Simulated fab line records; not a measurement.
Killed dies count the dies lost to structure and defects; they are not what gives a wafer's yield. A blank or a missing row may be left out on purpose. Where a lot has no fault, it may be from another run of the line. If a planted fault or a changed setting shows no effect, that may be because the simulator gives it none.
What tool caused it?	flow sky130	39 wafers from 13 lots sampled at 2 of the route's 708 steps

WHAT EACH GAUGE READ, for each wafer
SKY_NWELL_THK_MEAS_02. Usual: NWELL_OXIDATION_THK 10.03 nm, standard deviation 0.2.
lot	measured	on	NWELL_OXIDATION_THK (nm)	flag
L603	day 2 14:03	film-metro-04	9.91 9.76 10.02	
L605	day 2 23:50	film-metro-02	10.17 10.06 10.20	
L606	day 3 02:30	film-metro-04	10.20 10.04 10.19	
L607	day 3 08:16	film-metro-04	10.14 10.16 9.92	
L609	day 3 20:23	film-metro-03	10.30 10.01 10.13	
L611	day 4 07:31	film-metro-04	9.95 9.93 9.81	
L612	day 4 11:52	film-metro-04	9.53 9.59 9.61	
L613	day 4 15:25	film-metro-04	9.87 10.04 9.87	
L615	day 5 03:11	film-metro-02	10.24 10.17 10.20	
L618	day 5 18:40	film-metro-03	10.05 10.12 9.96	
L621	day 6 09:05	film-metro-02	10.35 10.16 10.27	
L625	day 7 12:39	film-metro-03	10.00 10.08 10.06	
L626	day 7 12:38	film-metro-04	10.23 10.14 10.27	

WHICH TOOL RAN EACH LOT (tool, then ch and the chambers of the sampled wafers, then the start)
lot	SKY_FIELD_ISO_WET_ETCH_30
L603	wet-bench-04 ch 0, day 2 11:08
L605	wet-bench-03 ch 2, day 2 22:10
L606	wet-bench-04 ch 2, day 3 01:01
L607	wet-bench-02 ch 1, day 3 06:43
L609	wet-bench-03 ch 3, day 3 18:23
L611	wet-bench-04 ch 2, day 4 04:47
L612	wet-bench-04 ch 0, day 4 10:25
L613	wet-bench-02 ch 2, day 4 13:57
L615	wet-bench-04 ch 1, day 5 01:22
L618	wet-bench-04 ch 3, day 5 15:24
L621	wet-bench-02 ch 1, day 6 07:36
L625	wet-bench-02 ch 0, day 7 10:40
L626	wet-bench-02 ch 0, day 7 10:40
- SKY_FIELD_ISO_WET_ETCH_30: etches SiO2 in dHF, target depth 25 nm, time 50 s.

AS READ BY THE TOOLS THEMSELVES (means over the sampled wafers that have a number; for cases with no such wafer, the mark the record gives instead)
SKY_FIELD_ISO_WET_ETCH_30. Usual: 79 s for run-length-s, sd 3.3.
lot	tool	run-length-s (s)	flag
L603	wet-bench-04	75	
L605	wet-bench-03	83	
L606	wet-bench-04	85	
L607	wet-bench-02	82	
L609	wet-bench-03	76	
L611	wet-bench-04	77	
L612	wet-bench-04	75	
L613	wet-bench-02	76	
L615	wet-bench-04	77	
L618	wet-bench-04	58	OFF
L621	wet-bench-02	76	
L625	wet-bench-02	83	
L626	wet-bench-02	83	

THE ANSWER, worked out from the rows above alone
Rule: a lot is off if the mean of its wafers that have a number lies more than 3 standard deviations from the usual mean. A lot without any number at a reading at which 4 lots or more have one is off too. Where the step has rows for the other lots, those lots are counted as sound. After the gauges, taken in route order, come the tools' own readings; for these a lot's mean is taken, as printed above. The first step at which some lot is off is used, and at that step the reading that is off furthest; a lot without a number counts as furthest.
Off: L618 (SKY_FIELD_ISO_WET_ETCH_30, run-length-s).
A tool fits if, at that step or a process step before it, it ran every lot that is off, and no sound lot after the first of them. One fits: wet-bench-04 at SKY_FIELD_ISO_WET_ETCH_30. Its last sound lot is L615 (day 5 01:22), its first lot that is off L618 (day 5 15:24): a fault that began between those two fits.
On the lots that are off, the tool's own readings at SKY_FIELD_ISO_WET_ETCH_30 differ by more than 5 times the standard deviation of the sound lots' means, which bears it out; run-length-s reads 58 s there versus 79 s on the sound lots.

WHAT THE SIMULATOR HAD INSERTED
wet-bench-04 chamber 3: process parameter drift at SKY_FIELD_ISO_WET_ETCH_30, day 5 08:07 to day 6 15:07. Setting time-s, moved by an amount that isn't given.
Lots struck among those shown: L618. This agrees with what the rule above found.
